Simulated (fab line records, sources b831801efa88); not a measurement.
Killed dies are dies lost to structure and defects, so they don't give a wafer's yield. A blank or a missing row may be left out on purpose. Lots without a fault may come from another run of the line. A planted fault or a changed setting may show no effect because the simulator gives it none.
Chamber matching | flow gf180mcu | GF_V4_CMP_04 on cmp-02: 4 sister chambers
The step polishes SiO2. 4 wafers are shown with their chamber, then 8 later ones without.

WAFERS WITH THEIR CHAMBER
wafer  | chamber | motor_current_A (A)
L915.3 | 0       | 12.3
L919.2 | 1       | 12.6
L919.3 | 3       | 10.9
L923.1 | 2       | 10.2

WAFERS WITHOUT THEIR CHAMBER
wafer  | motor_current_A (A)
L923.2 | 11.5
L923.6 | 10.4
L927.2 | 12.3
L927.4 | 12.5
L927.6 | 12.9
L929.1 | 10.8
L929.4 | 12.8
L929.6 | 12.8

WHICH CHAMBER EACH WENT THROUGH
wafer  | from the rows above          | in truth
L923.2 | can't be placed: 3 or 0 or 1 | 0
L923.6 | can't be placed: 2 or 3      | 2
L927.2 | can't be placed: 0 or 1      | 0
L927.4 | can't be placed: 1 or 0      | 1
L927.6 | can't be placed: 1 or 0      | 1
L929.1 | can't be placed: 3 or 2      | 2
L929.4 | can't be placed: 1 or 0      | 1
L929.6 | can't be placed: 1 or 0      | 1
Placed correctly: 0 of 8. Can't be placed from these rows: 8 (the true chamber is among the candidates in 8). Placed wrongly: 0.
How it was worked out, from the rows above alone: a wafer's distance from a chamber is the root of the sum, over the readings, of the square of ((its reading less the chamber's mean) divided by the reading's scatter). The wafer belongs to the nearest chamber; if the next one is less than 2 further off, it can't be placed. A chamber's mean is the mean of its shown wafers. The scatter: with one shown wafer a chamber, the root of the mean of the squares of how far each hidden wafer lies from its nearest shown one.
